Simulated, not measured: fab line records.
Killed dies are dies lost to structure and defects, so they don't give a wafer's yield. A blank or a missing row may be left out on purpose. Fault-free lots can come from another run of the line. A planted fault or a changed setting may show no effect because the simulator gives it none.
fab line records | flow sky130
record: lots: 15 wafers: 45 lastDay: 50
route steps=708 shown CONTACT@423 METAL1@437 VIA1@460
lots untouched by any fault: they come from a run of this same line in which no faults occurred
startH: hours from the record's opening day to when the first of the lot's shown wafers began | waitH: hours from the lot's prior step to this one | " unchanged from the row above | L1.1+2: one row covering several wafers at once | - value missing, or start not given | * or withheld: withheld | < > ~ a bound
route shown NAME@n: a module of which the file shows steps, and the number in the route of the first | usual: the fault-free wafers' mean and standard deviation | same: alike in all rows | chamber/n: place in a boat | sites: each site's reading | _std_site: their standard deviation | _edge_site: the outer-site mean with the inner-site mean subtracted | radiusMm: how far each site lies from the wafer's centre | mask NAME#n: copy n | behind: tool/chamber where the wafer was last shaped | hold: reason for holding the lot/hours on hold/outcome of the hold | device: transistor that didn't switch, given as n, p or np | end of line: the same wafers' tests at the end of the route | where a step has no rows: the recipe by itself | killed: dies lost to structure and defects at the first sort, not the wafer's yield | map: shows each die of a wafer: x if killed, . if not, _ if none is there
set.NAME: the setting that was run; set.NAME@STEP: the one run at that earlier step | model.NAME: the simulator's own value behind a step, which no gauge read
a sample of lots followed through the steps of the route, with each step as a table and each wafer as a row
services: from which hour (startH, from the record's first day; less than 0 if before it) a tool's chamber was out of use, for how many hours, and why
== steps ==
step: SKY_CONTACT_ETCH_17
recipe: target: SiO2 chemistry: C4F8/O2/Ar stopOn: Si3N4 maskMaterial: KrF-thick sourceW: 1500 biasW: 1200 pressureMtorr: 40 c4f8FlowSccm: withheld O2_flow_sccm: 6 Ar_flow_sccm: 300 timeS: withheld targetDepthA: 3400
usual: oesProductAu: 0.891/0.0045
columns lot.wafer tool chamber startH waitH oesProductAu
L269.2 rieDiel-04 3 728.49 0.0 0.901
L269.3 " 2 " " 0.889
L269.4 " 1 " " 0.893
L271.2 rieDiel-03 2 746.81 0.0 0.895
L271.4 " 1 " " 0.886
L271.6 " 2 " " 0.888
L273.2 rieDiel-03 2 766.99 0.0 0.884
L273.4 " 0 " " 0.892
L273.5 " 1 " " 0.889
L274.1 rieDiel-01 3 791.26 0.0 0.885
L274.3 " 3 " " 0.889
L274.4 " 1 " " 0.890
L276.1 rieDiel-04 1 796.44 0.0 0.889
L276.2 " 0 " " 0.883
L276.4 " 3 " " 0.897
L277.2 rieDiel-03 2 801.96 0.0 0.884
L277.4 " 1 " " 0.882
L277.6 " 1 " " 0.893
L278.3 rieDiel-01 3 811.24 0.0 0.891
L278.4 " 1 " " 0.886
L278.5 " 2 " " 0.896
L280.2 rieDiel-03 1 821.66 0.0 0.891
L280.3 " 0 " " 0.888
L280.4 " 3 " " 0.889
L282.1 rieDiel-01 3 836.48 0.0 0.892
L282.4 " 2 " " 0.885
L282.6 " 2 " " 0.900
L283.1 rieDiel-04 0 847.59 0.0 0.888
L283.3 " 3 " " 0.899
L283.4 " 2 " " 0.885
L284.1 rieDiel-01 2 854.06 0.0 0.891
L284.4 " 1 " " 0.887
L284.6 " 0 " " 0.890
L286.2 rieDiel-01 2 868.13 0.0 0.892
L286.3 " 0 " " 0.898
L286.5 " 0 " " 0.889
L288.2 rieDiel-01 2 882.49 0.0 0.886
L288.4 " 0 " " 0.885
L288.6 " 2 " " 0.895
L291.1 rieDiel-01 2 901.51 0.0 0.884
L291.3 " 0 " " 0.888
L291.4 " 1 " " 0.886
L292.2 rieDiel-04 0 906.51 0.0 0.894
L292.3 " 3 " " 0.888
L292.6 " 1 " " 0.887
step: SKY_METAL1_SPUTTER_03
recipe: material: Ti targetThkNm: 5 powerW: 3000 timeS: 3.3 chamberPressurePa: 0.4
usual: throttleValvePct: 29.8/0.96
columns lot.wafer tool chamber startH waitH throttleValvePct
L269.2 pvdSputter-01 - 730.23 0.0 31.2
L269.3 " - " " 30.2
L269.4 " - " " 28.5
L271.2 pvdSputter-02 - 748.25 0.0 30.3
L271.4 " - " " 29.7
L271.6 " - " " 30.3
L273.2 pvdSputter-01 - 768.40 0.0 30.0
L273.4 " - " " 31.3
L273.5 " - " " 29.1
L274.1 pvdSputter-04 - 792.91 0.0 31.3
L274.3 " - " " 30.3
L274.4 " - " " 30.6
L276.1 pvdSputter-01 - 797.85 0.0 31.4
L276.2 " - " " 29.2
L276.4 " - " " 28.5
L277.2 pvdSputter-01 - 803.37 0.0 31.6
L277.4 " - " " 30.3
L277.6 " - " " 28.4
L278.3 pvdSputter-04 - 812.64 0.0 31.5
L278.4 " - " " 31.3
L278.5 " - " " 30.2
L280.2 pvdSputter-01 - 823.08 0.0 28.6
L280.3 " - " " 28.9
L280.4 " - " " 29.2
L282.1 pvdSputter-01 - 838.23 0.0 29.5
L282.4 " - " " 29.0
L282.6 " - " " 28.4
L283.1 pvdSputter-04 - 849.03 0.0 31.0
L283.3 " - " " 29.8
L283.4 " - " " 30.4
L284.1 pvdSputter-01 - 856.33 0.0 28.4
L284.4 " - " " 29.0
L284.6 " - " " 28.7
L286.2 pvdSputter-02 - 869.57 0.0 29.8
L286.3 " - " " 28.7
L286.5 " - " " 30.6
L288.2 pvdSputter-01 - 883.89 0.0 29.1
L288.4 " - " " 30.3
L288.6 " - " " 29.2
L291.1 pvdSputter-01 - 902.94 0.0 31.2
L291.3 " - " " 30.2
L291.4 " - " " 28.5
L292.2 pvdSputter-01 - 907.91 0.0 31.3
L292.3 " - " " 29.2
L292.6 " - " " 30.4
step: SKY_METAL1_DEVELOP_14
recipe: developTimeS: 60 resist: KrF-thick devTempC: 21
usual: chillPlateTempC: 23.00/0.11 developTimeS: 60/0 developerTempC: 21.00/0.11
columns lot.wafer tool chamber startH waitH chillPlateTempC developTimeS developerTempC
L269.2 lithoTrack-04 0 756 - 22.93 60 21.14
L269.3 " 0 " " 22.93 60 21.03
L269.4 " 0 " " 23.05 60 21.21
L271.2 lithoTrack-04 0 774 - 22.96 60 20.84
L271.4 " 0 " " 22.98 60 20.96
L271.6 " 0 " " 23.06 60 20.70
L273.2 lithoTrack-02 0 794 - 22.97 60 20.71
L273.4 " 0 " " 23.01 60 20.97
L273.5 " 0 " " 22.90 60 20.85
L274.1 lithoTrack-04 0 819 - 23.03 60 20.94
L274.3 " 0 " " 23.18 60 21.07
L274.4 " 0 " " 23.01 60 21.06
L276.1 lithoTrack-04 0 824 - 22.87 60 21.00
L276.2 " 0 " " 23.04 60 21.08
L276.4 " 0 " " 23.02 60 21.03
L277.2 lithoTrack-02 0 829 - 23.08 60 21.03
L277.4 " 0 " " 23.10 60 21.14
L277.6 " 0 830 - 23.08 60 21.03
L278.3 lithoTrack-03 0 838 - 22.95 60 21.02
L278.4 " 0 " " 23.03 60 21.13
L278.5 " 0 " " 23.10 60 21.04
L280.2 lithoTrack-03 0 850 - 22.96 60 20.83
L280.3 " 0 " " 23.04 60 21.07
L280.4 " 0 " " 23.00 60 21.00
L282.1 lithoTrack-03 - 862 - - - -
L282.4 " - 863 - - - -
L282.6 " - " " - - -
L283.1 lithoTrack-03 - 874 - - - -
L283.3 " - " " - - -
L283.4 " - " " - - -
L284.1 lithoTrack-04 - 882 - - - -
L284.4 " - " " - - -
L284.6 " - " " - - -
L286.2 lithoTrack-03 0 895 - 22.93 60 21.02
L286.3 " 0 " " 23.16 60 21.27
L286.5 " 0 " " 23.04 60 20.96
L288.2 lithoTrack-02 0 909 - 22.99 60 20.79
L288.4 " 0 " " 22.88 60 20.95
L288.6 " 0 " " 22.98 60 20.88
L291.1 lithoTrack-04 0 927 - 22.94 60 21.06
L291.3 " 0 " " 23.19 60 21.00
L291.4 " 0 " " 23.00 60 21.03
L292.2 lithoTrack-03 0 932 - 23.03 60 20.99
L292.3 " 0 " " 23.15 60 20.94
L292.6 " 0 " " 23.15 60 20.92
step: SKY_VIA1_CMP_02
recipe: material: SiO2 downForcePsi: 4 platenRpm: 60 padVelocityMS: 0.94248
usual: edgeZonePressureFrac: 1.000/0.0053 headPressurePsi: 3.999/0.0089 motorCurrentA: 11.6/1.2
columns lot.wafer tool chamber startH waitH edgeZonePressureFrac headPressurePsi motorCurrentA
L269.2 cmp-01 0 757.81 0.0 1.000 3.995 10.6
L269.4 " 2 " " 0.987 4.003 10.9
L269.3 " 3 " " 0.998 4.002 12.7
L271.4 cmp-02 0 775.92 0.0 1.004 4.001 11.2
L271.2 " 3 " " 0.993 3.997 11.6
L271.6 " 1 " " 0.998 4.009 11.7
L273.4 cmp-02 3 796.15 0.0 1.004 3.989 11.7
L273.2 " 2 " " 1.001 3.999 10.6
L273.5 " 0 " " 0.994 3.991 11.1
L274.4 cmp-02 3 820.88 0.1 1.000 4.010 11.2
L274.3 " 0 " " 0.989 3.996 11.3
L274.1 " 1 " " 1.003 4.010 11.9
L276.1 cmp-01 0 825.96 0.1 1.000 3.987 10.9
L276.4 " 2 " " 0.996 3.995 10.5
L276.2 " 3 " " 1.001 4.005 12.7
L277.4 cmp-02 2 831.66 0.0 1.000 3.989 10.1
L277.2 " 3 " " 1.000 4.008 11.6
L277.6 " 3 " " 0.999 4.007 11.8
L278.3 cmp-02 1 840.41 0.1 0.997 3.992 11.7
L278.4 " 2 " " 0.995 4.002 10.6
L278.5 " 3 " " 1.009 3.992 11.7
L280.2 cmp-01 2 851.96 0.0 0.996 3.999 11.0
L280.4 " 3 " " 0.996 3.995 13.6
L280.3 " 1 " " 0.999 4.002 13.8
L286.2 cmp-01 1 897.40 0.1 1.009 3.995 13.3
L286.3 " 2 " " 1.005 4.002 10.4
L286.5 " 0 " " 1.001 3.986 10.8
L288.2 cmp-01 1 911.14 0.3 0.996 3.997 13.5
L288.4 " 3 " " 1.001 4.013 13.1
L288.6 " 1 " " 0.988 4.007 13.8
L291.4 cmp-02 0 928.72 0.0 0.999 3.988 11.3
L291.1 " 2 " " 1.007 4.011 11.1
L291.3 " 3 " " 0.997 3.995 11.3
L292.3 cmp-01 0 933.77 0.0 0.999 3.991 10.9
L292.2 " 3 " " 1.002 4.000 13.6
L292.6 " 1 " " 0.995 4.011 13.1
== services ==
columns tool chamber startH hours kind
rieDiel-01 2 708.40 2.8 repair
rieDiel-01 2 719.68 3.7 repair
pvdSputter-01 - 737.42 0.8 repair
cmp-01 - 737.72 2.1 repair
cmp-02 - 744.26 4.0 pm
cmp-02 - 764.95 0.5 repair
rieDiel-01 0 787.15 32.6 repair
cmp-01 - 788.44 1.6 repair
rieDiel-01 2 788.93 11.4 repair
cmp-02 - 799.31 1.3 repair
rieDiel-01 - 832.60 1.2 repair
pvdSputter-01 - 840.20 2.1 repair
rieDiel-01 3 842.05 5.9 repair
rieDiel-01 1 846.89 4.7 repair
cmp-02 - 861.07 6.9 pm
cmp-01 - 868.17 2.9 pm
cmp-01 - 885.32 2.2 repair
cmp-02 - 893.98 1.6 repair
rieDiel-01 - 895.57 0.1 repair
cmp-02 - 901.97 2.3 repair
cmp-02 - 905.63 22.8 pm
cmp-01 - 912.29 4.0 pm
rieDiel-01 0 920.33 3.3 repair
pvdSputter-01 - 932.96 5.0 repair
== key ==
firstSign: step: SKY_METAL1_DEVELOP_14 reading: toolRecord direction: missing
effect none on later readings
metAt SKY_METAL1_DEVELOP_14
struckLots L282,L283,L284
laterRowsLeftOut L282.1,L282.4,L282.6,L283.1,L283.3,L283.4,L284.1,L284.4,L284.6
sortLeftOut L282.1,L282.4,L282.6,L283.1,L283.3,L283.4,L284.1,L284.4,L284.6
notActingAt SKY_CONTACT_ETCH_17,SKY_METAL1_SPUTTER_03,SKY_VIA1_CMP_02
onsetBetween 850 862
fault: kind: skippedStepWhole tool: lithoTrack-03,lithoTrack-04 chamber: - onsetH: 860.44 steps: SKY_METAL1_DEVELOP_14 scope: struckLotsOnly
sortLeftOut: the simulated sort isn't trusted on such a fault, so these wafers' sort isn't shown, and their yield isn't known
laterRowsLeftOut: the simulator's readings of these wafers behind a module that went badly wrong aren't trusted and aren't shown, but for the sort
